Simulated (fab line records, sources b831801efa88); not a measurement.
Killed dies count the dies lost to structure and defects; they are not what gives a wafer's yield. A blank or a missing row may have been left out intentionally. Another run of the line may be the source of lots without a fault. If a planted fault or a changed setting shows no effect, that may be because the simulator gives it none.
Chamber matching || flow gf180mcu || pecvd-03 running GF_MIM_CVD_05: 3 sister chambers
The step deposits Si3N4, target thk 42 nm, time 29.086 s. 3 wafers are shown with their chamber, then 8 later ones without.

## WAFERS, EACH WITH ITS CHAMBER
{"wafer": "L078.5", "chamber": 1, "heater-power-w (W)": 711}
{"wafer": "L081.6", "chamber": 0, "heater-power-w (W)": 799}
{"wafer": "L087.2", "chamber": 2, "heater-power-w (W)": 727}

## WAFERS WITHOUT THEIR CHAMBER
{"wafer": "L087.5", "heater-power-w (W)": 740}
{"wafer": "L087.6", "heater-power-w (W)": 786}
{"wafer": "L092.2", "heater-power-w (W)": 640}
{"wafer": "L092.4", "heater-power-w (W)": 891}
{"wafer": "L092.6", "heater-power-w (W)": 762}
{"wafer": "L095.1", "heater-power-w (W)": 867}
{"wafer": "L095.3", "heater-power-w (W)": 745}
{"wafer": "L095.6", "heater-power-w (W)": 762}

## WHICH CHAMBER EACH WENT THROUGH
{"wafer": "L087.5", "from the rows above": "can't be placed: 2 or 1 or 0", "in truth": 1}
{"wafer": "L087.6", "from the rows above": "can't be placed: 0 or 2 or 1", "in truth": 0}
{"wafer": "L092.2", "from the rows above": "can't be placed: 1 or 2 or 0", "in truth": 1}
{"wafer": "L092.4", "from the rows above": "can't be placed: 0 or 2 or 1", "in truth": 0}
{"wafer": "L092.6", "from the rows above": "can't be placed: 2 or 0 or 1", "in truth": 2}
{"wafer": "L095.1", "from the rows above": "can't be placed: 0 or 2 or 1", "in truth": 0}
{"wafer": "L095.3", "from the rows above": "can't be placed: 2 or 1 or 0", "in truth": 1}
{"wafer": "L095.6", "from the rows above": "can't be placed: 2 or 0 or 1", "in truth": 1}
Correctly placed: 0 of 8. Can't be placed from these rows: 8 (the true chamber is among the candidates in 8). Number placed wrongly: 0.
How it was worked out, from the rows above alone: a wafer's distance from a chamber is the root of the sum, over the readings, of the square of ((its reading less the chamber's mean) divided by the reading's scatter). The wafer belongs to the nearest chamber; if the next one is less than 2 further off, it can't be placed. The mean given for a chamber averages the wafers shown for that chamber. The scatter: root of mean squared gap, hidden wafer to nearest shown wafer, with one shown wafer a chamber.
